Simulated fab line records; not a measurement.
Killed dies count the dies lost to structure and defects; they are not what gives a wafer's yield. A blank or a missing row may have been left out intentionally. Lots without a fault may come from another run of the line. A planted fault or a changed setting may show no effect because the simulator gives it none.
2 desks, one fault :: flow gf180mcu :: what lay behind the numbers comes last; until then each desk has only its own

== THE TOOL OWNER'S DESK: pvdSputter-04 ==
The tool's own readings at GF_MIM_SPUTTER_07 (material TiN, target thk 60 nm, time 50 s): means of the sampled wafers that have a number, for each lot that ran on this tool. A lot is out of limits, marked OUT, if its mean lies more than 4 standard deviations from the usual mean; the brackets give that distance.
Columns: A = throttleValvePct at GF_MIM_SPUTTER_07, usual 29.7 %
lot: L676
first seen here: day 24 23:49
A: 29.8

lot: L677
first seen here: day 25 15:23
A: 29.9

lot: L678
first seen here: day 25 21:05
A: 29.6

lot: L685
first seen here: day 28 01:27
A: 30.0

lot: L686
first seen here: day 28 09:02
A: 29.7

lot: L688
first seen here: day 28 22:26
A: 29.9
This desk's verdict: no lot among the 6 shows anything out of limits.

== THE METROLOGY DESK ==
Means of the sampled wafers that have a number, per lot and without regard to the tool the lot ran on: this is what the gauges read. A lot is out of limits, marked OUT, if its mean lies more than 4 standard deviations from the usual mean; the brackets give that distance.
Columns: A = cdNm at GF_TOP_METAL_CD_MEAS_14, usual 439.9 nm
lot: L675
first seen here: day 28 08:10
A: 440.4

lot: L676
first seen here: day 28 13:25
A: 437.7

lot: L677
first seen here: day 29 03:23
A: 438.0

lot: L678
first seen here: day 29 08:05
A: 439.0

lot: L679
first seen here: day 29 11:46
A: 441.5

lot: L685
first seen here: day 31 07:01
A: 439.0

lot: L686
first seen here: day 31 13:35
A: 441.7

lot: L688
first seen here: day 32 02:30
A: 440.2

lot: L690
first seen here: day 32 14:28
A: 438.2

lot: L692
first seen here: day 32 23:50
A: 439.5

lot: L695
first seen here: day 33 20:00
A: 440.4

lot: L696
first seen here: day 34 03:07
A: 439.9
This desk's verdict: no lot among the 12 shows anything out of limits.

== ALL TOGETHER ==
The desk of the tool owner found nothing out of limits.
The metrology desk saw nothing out of limits.

== WHAT WAS PUT IN BY THE SIMULATOR ==
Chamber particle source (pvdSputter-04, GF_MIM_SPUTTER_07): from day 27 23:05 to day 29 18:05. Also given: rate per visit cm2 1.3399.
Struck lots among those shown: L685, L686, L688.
